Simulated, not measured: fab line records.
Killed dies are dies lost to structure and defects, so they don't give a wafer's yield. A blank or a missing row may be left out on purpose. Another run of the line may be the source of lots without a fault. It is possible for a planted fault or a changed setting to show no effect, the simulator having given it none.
What tool caused it? ; flow sky130 ; 42 wafers from 14 lots sampled at 6 of the route's 708 steps

## WHAT EACH GAUGE READ, for each wafer
SKY_NWELL_TW_MEAS_15.
lot;measured;on;NWELL_TW
L778;day 4 18:38;filmMetro-02;1814 1825 1823
L777;day 4 18:44;filmMetro-02;1815 1818 1813
L779;day 4 23:26;filmMetro-03;1841 1843 1853
L781;day 5 09:37;filmMetro-02;1846 1837 1835
L782;day 5 14:16;filmMetro-02;1830 1828 1825
L783;day 6 04:52;filmMetro-03;1838 1852 1840
L784;day 6 09:12;filmMetro-02;1827 1818 1824
L785;day 6 14:08;filmMetro-03;1851 1847 1850
L786;day 6 19:31;filmMetro-02;1816 1820 1837
L787;day 6 22:45;filmMetro-02;1821 1833 1829
L790;day 7 23:22;filmMetro-02;1560 1564 1561
L793;day 8 19:28;filmMetro-03;1578 1563 1565
L797;day 9 13:41;filmMetro-04;1815 1823 1814
L798;day 9 15:44;filmMetro-02;1819 1828 1834

SKY_NWELL_RS_MEAS_29: measures by four-point-probe.
lot;measured;on;NWELL_RS (ohm/sq)
L778;day 5 12:42;filmMetro-03;622.4 621.7 622.3
L777;day 5 12:45;filmMetro-02;625.2 625.2 626.6
L779;day 5 16:27;filmMetro-02;624.2 626.6 624.5
L781;day 6 03:38;filmMetro-02;623.4 623.8 624.3
L782;day 6 09:36;filmMetro-03;626.6 625.7 625.9
L783;day 6 23:31;filmMetro-02;625.6 624.7 624.4
L784;day 7 03:25;filmMetro-03;623.8 625.3 626.3
L785;day 7 09:31;filmMetro-04;621.0 622.1 622.4
L786;day 7 15:14;filmMetro-02;625.0 624.8 624.8
L787;day 7 19:13;filmMetro-02;625.7 627.3 627.6
L790;day 8 20:22;filmMetro-04;825.8 826.9 828.7
L793;day 9 16:02;filmMetro-02;821.7 824.4 822.1
L797;day 10 11:17;filmMetro-04;624.6 621.9 624.6
L798;day 10 13:04;filmMetro-04;625.8 626.1 625.5

SKY_NWELL_RS_MEAS_31: measures by four-point-probe.
lot;measured;on;PWDE_RS (ohm/sq)
L778;day 5 12:56;filmMetro-03;5287 5268 5273
L777;day 5 12:59;filmMetro-02;5286 5282 5292
L779;day 5 16:41;filmMetro-02;5310 5290 5299
L781;day 6 03:52;filmMetro-02;5251 5275 5280
L782;day 6 09:50;filmMetro-03;5294 5278 5282
L783;day 6 23:45;filmMetro-02;5252 5271 5257
L784;day 7 03:39;filmMetro-03;5270 5263 5263
L785;day 7 09:45;filmMetro-04;5262 5289 5287
L786;day 7 15:28;filmMetro-02;5273 5277 5300
L787;day 7 19:27;filmMetro-02;5295 5295 5302
L790;day 8 20:37;filmMetro-04;5276 5271 5294
L793;day 9 16:16;filmMetro-02;5272 5271 5266
L797;day 10 11:32;filmMetro-04;5260 5259 5261
L798;day 10 13:19;filmMetro-04;5268 5274 5252

SKY_SONOS_TUNNEL_TW_MEAS_12.
lot;measured;on;SONOS_TUNNEL_TW
L778;day 11 11:43;filmMetro-03;199.7 200.3 199.2
L777;day 11 11:52;filmMetro-04;197.6 198.8 197.4
L779;day 11 19:07;filmMetro-01;197.9 197.0 196.6
L781;day 12 09:08;filmMetro-04;197.0 198.2 198.5
L782;day 12 21:19;filmMetro-03;200.7 199.7 199.5
L783;day 13 11:56;filmMetro-04;197.4 197.1 197.9
L784;day 13 18:28;filmMetro-03;200.8 199.8 200.8
L785;day 14 02:02;filmMetro-01;198.0 197.4 197.9
L786;day 14 09:02;filmMetro-04;199.9 198.9 198.9
L787;day 14 13:41;filmMetro-04;199.6 198.7 199.2
L790;day 15 23:07;filmMetro-04;196.6 196.5 196.3
L793;day 17 02:18;filmMetro-04;197.1 198.0 196.8
L797;day 18 04:32;filmMetro-03;199.4 199.9 200.5
L798;day 18 06:28;filmMetro-03;199.6 200.3 200.5

SKY_LDD_N_OVL_MEAS_07.
lot;measured;on;LDD_N_OVL (nm)
L778;day 17 19:42;overlay-02;0.6 0.8 1.1
L777;day 17 15:40;overlay-01;-0.7 -0.9 -0.7
L779;day 18 05:12;overlay-02;-1.8 -3.4 -2.1
L781;day 18 20:19;overlay-01;-0.5 0.6 -0.1
L782;day 19 16:27;overlay-01;-0.6 -0.6 0.1
L783;day 20 03:58;overlay-01;0.2 -0.6 -1.2
L784;day 20 13:39;overlay-01;0.0 0.7 -0.8
L785;day 20 22:43;overlay-02;2.3 1.6 1.4
L786;day 21 08:01;overlay-02;1.1 0.4 0.3
L787;day 21 11:40;overlay-01;-1.4 -2.0 -0.5
L790;day 22 21:30;overlay-02;-5.3 -2.4 -3.0
L793;day 24 00:07;overlay-02;0.8 1.0 0.6
L797;day 25 06:58;overlay-01;-1.6 -0.7 -1.2
L798;day 25 05:51;overlay-02;-0.3 -0.8 -1.1

## EACH LOT AND THE TOOL THAT RAN IT (in order: tool; ch and the chambers of the sampled wafers; start)
lot;SKY_NWELL_IMPLANT_11
L778;implanter-01 ch 0, day 4 18:05
L777;implanter-03 ch 0, day 4 18:11
L779;implanter-01 ch 0, day 4 22:53
L781;implanter-03 ch 0, day 5 09:04
L782;implanter-03 ch 0, day 5 13:43
L783;implanter-01 ch 0, day 6 04:19
L784;implanter-02 ch 0, day 6 08:39
L785;implanter-02 ch 0, day 6 13:35
L786;implanter-03 ch 0, day 6 18:59
L787;implanter-02 ch 0, day 6 22:12
L790;implanter-03 ch 0, day 7 22:49
L793;implanter-03 ch 0, day 8 18:56
L797;implanter-02 ch 0, day 9 13:08
L798;implanter-02 ch 0, day 9 15:13
- SKY_NWELL_IMPLANT_11

## WHAT THE TOOLS THEMSELVES READ (means of the sampled wafers that have a number; where no wafer has one, the mark that the record gives instead)
SKY_NWELL_IMPLANT_11.
lot;tool;beamOnS (s);doseIonsCm2;faradayCurrentUA
L778;implanter-01;10.05;1.8974e+13;106.4
L777;implanter-03;10.07;1.8983e+13;106.3
L779;implanter-01;10.08;1.9037e+13;106.7
L781;implanter-03;9.85;1.9004e+13;108.7
L782;implanter-03;10.14;1.8998e+13;106.0
L783;implanter-01;10.06;1.8995e+13;106.7
L784;implanter-02;9.91;1.8968e+13;108.1
L785;implanter-02;10.01;1.9030e+13;106.6
L786;implanter-03;9.90;1.8990e+13;108.2
L787;implanter-02;10.07;1.9003e+13;106.7
L790;implanter-03;9.95;1.1228e+13;63.7
L793;implanter-03;9.96;1.1205e+13;63.5
L797;implanter-02;10.19;1.8976e+13;105.0
L798;implanter-02;10.01;1.8998e+13;107.0

## THE ANSWER, worked out from the rows above alone
Rule: the lots themselves supply what counts as usual. The widest of any qualifying gaps counts: lots, ordered by their means at a reading, are off when they make up no more than a third of the lots, leave a main group of 4 or more, and stand apart from it by 3 or more times the standard deviation of that group's means. A main group is skipped when, at the precision printed for the reading in the tables above, its means are all equal. Also off: a lot with no number at a reading for which 4 or more lots have one. All remaining lots with rows at the step are treated as sound. First the gauges in route order, then the tools' own readings, where a lot's mean is used as printed above. The first step at which some lot is off is used, and at that step the reading that is off furthest; a lot without a number counts as furthest.
Off: L790, L793, seen at SKY_NWELL_TW_MEAS_15 (NWELL_TW). For the main group the mean is 1830 and the standard deviation 11.
If a tool, at a process step before that reading, ran all the lots that are off and no sound lot after the first of them, it fits. Not tried: the gauges at SKY_NWELL_TW_MEAS_15; whatever is off there is also off at SKY_NWELL_IMPLANT_11, on other tools, and gauge error can't account for it. One fits: implanter-03 at SKY_NWELL_IMPLANT_11. Its last sound lot is L786 (day 6 18:59), its first lot that is off L790 (day 7 22:49): a fault that began between those two fits.
The tool's own readings at SKY_NWELL_IMPLANT_11 bear it out: on the lots that are off they differ by more than 5 times the standard deviation of the sound lots' means. doseIonsCm2 reads 1.1216e+13 there against 1.8996e+13 on the sound lots; faradayCurrentUA reads 63.6 there against 106.9 on the sound lots.

## WHAT THE SIMULATOR HAD INSERTED
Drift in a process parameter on implanter-03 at SKY_NWELL_IMPLANT_11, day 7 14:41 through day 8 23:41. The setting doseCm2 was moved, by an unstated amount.
Shown lots that were struck: L790, L793. Same finding as the rule above.
